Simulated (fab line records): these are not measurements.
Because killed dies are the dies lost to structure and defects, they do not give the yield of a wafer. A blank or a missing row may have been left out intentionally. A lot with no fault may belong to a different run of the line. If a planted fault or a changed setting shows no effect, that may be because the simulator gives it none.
Matching of chambers :: flow sky130 :: SKY_VIA1_CMP_24 on cmp-02: 4 sister chambers
The step polishes, stops on SiO2, t overpolish 15 s, target thk 0 nm. 33 wafers are shown with their chamber, then 12 later ones without.

== WAFERS, EACH WITH ITS CHAMBER ==
wafer: L074.1
chamber: 3
motor-current-A (A): 11.5
time-to-endpoint-s (s): 61
overpolish-run-s (s): 14.997

wafer: L074.2
chamber: 2
motor-current-A (A): 12.7
time-to-endpoint-s (s): 70
overpolish-run-s (s): 14.988

wafer: L074.6
chamber: 2
motor-current-A (A): 11.9
time-to-endpoint-s (s): 71
overpolish-run-s (s): 14.992

wafer: L075.2
chamber: 0
motor-current-A (A): 8.7
time-to-endpoint-s (s): 68
overpolish-run-s (s): 15.005

wafer: L075.3
chamber: 3
motor-current-A (A): 11.9
time-to-endpoint-s (s): 62
overpolish-run-s (s): 15.005

wafer: L075.4
chamber: 2
motor-current-A (A): 12.4
time-to-endpoint-s (s): 69
overpolish-run-s (s): 15.006

wafer: L076.4
chamber: 0
motor-current-A (A): 8.5
time-to-endpoint-s (s): 68
overpolish-run-s (s): 14.996

wafer: L076.5
chamber: 0
motor-current-A (A): 8.6
time-to-endpoint-s (s): 69
overpolish-run-s (s): 15.005

wafer: L076.6
chamber: 3
motor-current-A (A): 11.3
time-to-endpoint-s (s): 60
overpolish-run-s (s): 15.004

wafer: L077.3
chamber: 0
motor-current-A (A): 8.4
time-to-endpoint-s (s): 61
overpolish-run-s (s): 15.000

wafer: L077.4
chamber: 3
motor-current-A (A): 11.4
time-to-endpoint-s (s): 60
overpolish-run-s (s): 14.999

wafer: L077.5
chamber: 2
motor-current-A (A): 12.4
time-to-endpoint-s (s): 67
overpolish-run-s (s): 15.011

wafer: L078.3
chamber: 2
motor-current-A (A): 11.8
time-to-endpoint-s (s): 64
overpolish-run-s (s): 15.004

wafer: L078.5
chamber: 2
motor-current-A (A): 12.3
time-to-endpoint-s (s): 66
overpolish-run-s (s): 15.009

wafer: L078.6
chamber: 3
motor-current-A (A): 11.2
time-to-endpoint-s (s): 61
overpolish-run-s (s): 15.004

wafer: L079.1
chamber: 0
motor-current-A (A): 8.6
time-to-endpoint-s (s): 71
overpolish-run-s (s): 14.995

wafer: L079.4
chamber: 2
motor-current-A (A): 12.4
time-to-endpoint-s (s): 68
overpolish-run-s (s): 15.015

wafer: L079.6
chamber: 2
motor-current-A (A): 12.3
time-to-endpoint-s (s): 69
overpolish-run-s (s): 15.008

wafer: L083.1
chamber: 0
motor-current-A (A): 8.5
time-to-endpoint-s (s): 68
overpolish-run-s (s): 14.997

wafer: L083.4
chamber: 1
motor-current-A (A): 11.6
time-to-endpoint-s (s): 66
overpolish-run-s (s): 15.017

wafer: L083.6
chamber: 0
motor-current-A (A): 8.8
time-to-endpoint-s (s): 68
overpolish-run-s (s): 14.996

wafer: L086.3
chamber: 2
motor-current-A (A): 11.9
time-to-endpoint-s (s): 66
overpolish-run-s (s): 15.002

wafer: L086.4
chamber: 1
motor-current-A (A): 11.5
time-to-endpoint-s (s): 66
overpolish-run-s (s): 14.998

wafer: L086.6
chamber: 3
motor-current-A (A): 11.6
time-to-endpoint-s (s): 63
overpolish-run-s (s): 14.995

wafer: L088.3
chamber: 2
motor-current-A (A): 11.6
time-to-endpoint-s (s): 63
overpolish-run-s (s): 14.991

wafer: L088.5
chamber: 2
motor-current-A (A): 12.4
time-to-endpoint-s (s): 62
overpolish-run-s (s): 14.994

wafer: L088.6
chamber: 1
motor-current-A (A): 11.2
time-to-endpoint-s (s): 60
overpolish-run-s (s): 15.010

wafer: L089.2
chamber: 2
motor-current-A (A): 12.2
time-to-endpoint-s (s): 63
overpolish-run-s (s): 14.985

wafer: L089.5
chamber: 3
motor-current-A (A): 11.4
time-to-endpoint-s (s): 57
overpolish-run-s (s): 14.996

wafer: L089.6
chamber: 2
motor-current-A (A): 12.5
time-to-endpoint-s (s): 64
overpolish-run-s (s): 15.012

wafer: L090.2
chamber: 3
motor-current-A (A): 11.7
time-to-endpoint-s (s): 56
overpolish-run-s (s): 15.011

wafer: L090.5
chamber: 0
motor-current-A (A): 8.6
time-to-endpoint-s (s): 61
overpolish-run-s (s): 15.008

wafer: L090.6
chamber: 3
motor-current-A (A): 11.3
time-to-endpoint-s (s): 56
overpolish-run-s (s): 15.011

SIGNATURES, as means of the wafers listed above
reading: motor-current-A
chamber 0: 8.588
chamber 1: 11.433
chamber 2: 12.215
chamber 3: 11.478
scatter within a chamber: 0.25

reading: time-to-endpoint-s
chamber 0: 66.75
chamber 1: 64.00
chamber 2: 66.31
chamber 3: 59.56
scatter within a chamber: 3.1

reading: overpolish-run-s
chamber 0: 15.00025
chamber 1: 15.00833
chamber 2: 15.00131
chamber 3: 15.00244
scatter within a chamber: 0.00805
Rule: a wafer's distance from a chamber is the root of the sum, over the readings, of the square of ((its reading less the chamber's mean) divided by the reading's scatter). If the next closest chamber is less than 2 further off than the closest, the wafer can't be placed; otherwise it belongs to the closest. The scatter is the square root of a quotient: the sum, over the shown wafers, of each reading's squared deviation from its chamber's mean, divided by wafers minus chambers.

== WAFERS WITH NO CHAMBER GIVEN ==
wafer: L094.3
motor-current-A (A): 11.8
time-to-endpoint-s (s): 61
overpolish-run-s (s): 14.985

wafer: L094.5
motor-current-A (A): 11.6
time-to-endpoint-s (s): 65
overpolish-run-s (s): 15.015

wafer: L094.6
motor-current-A (A): 8.4
time-to-endpoint-s (s): 67
overpolish-run-s (s): 15.000

wafer: L095.1
motor-current-A (A): 12.5
time-to-endpoint-s (s): 69
overpolish-run-s (s): 14.998

wafer: L095.2
motor-current-A (A): 8.5
time-to-endpoint-s (s): 68
overpolish-run-s (s): 14.986

wafer: L095.6
motor-current-A (A): 12.4
time-to-endpoint-s (s): 69
overpolish-run-s (s): 14.999

wafer: L096.1
motor-current-A (A): 12.4
time-to-endpoint-s (s): 63
overpolish-run-s (s): 14.989

wafer: L096.3
motor-current-A (A): 8.1
time-to-endpoint-s (s): 70
overpolish-run-s (s): 14.990

wafer: L096.5
motor-current-A (A): 11.6
time-to-endpoint-s (s): 60
overpolish-run-s (s): 14.979

wafer: L097.2
motor-current-A (A): 11.8
time-to-endpoint-s (s): 60
overpolish-run-s (s): 14.987

wafer: L097.3
motor-current-A (A): 12.0
time-to-endpoint-s (s): 65
overpolish-run-s (s): 15.004

wafer: L097.5
motor-current-A (A): 12.3
time-to-endpoint-s (s): 57
overpolish-run-s (s): 14.998

== EACH ONE'S CHAMBER ==
wafer: L094.3
from the rows above: can't be placed: 3 or 2 or 1
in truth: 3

wafer: L094.5
from the rows above: can't be placed: 1 or 3 or 2
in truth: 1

wafer: L094.6
from the rows above: 0
in truth: 0

wafer: L095.1
from the rows above: 2
in truth: 2

wafer: L095.2
from the rows above: 0
in truth: 0

wafer: L095.6
from the rows above: 2
in truth: 2

wafer: L096.1
from the rows above: 2
in truth: 2

wafer: L096.3
from the rows above: 0
in truth: 0

wafer: L096.5
from the rows above: can't be placed: 3 or 1 or 2
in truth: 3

wafer: L097.2
from the rows above: can't be placed: 3 or 2 or 1
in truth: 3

wafer: L097.3
from the rows above: can't be placed: 2 or 1 or 3
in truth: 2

wafer: L097.5
from the rows above: can't be placed: 2 or 3 or 1
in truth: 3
Placed correctly: 6 of 12. Cannot be placed on the basis of these rows: 6; the candidates contain the true chamber in 6. Number placed wrongly: 0.
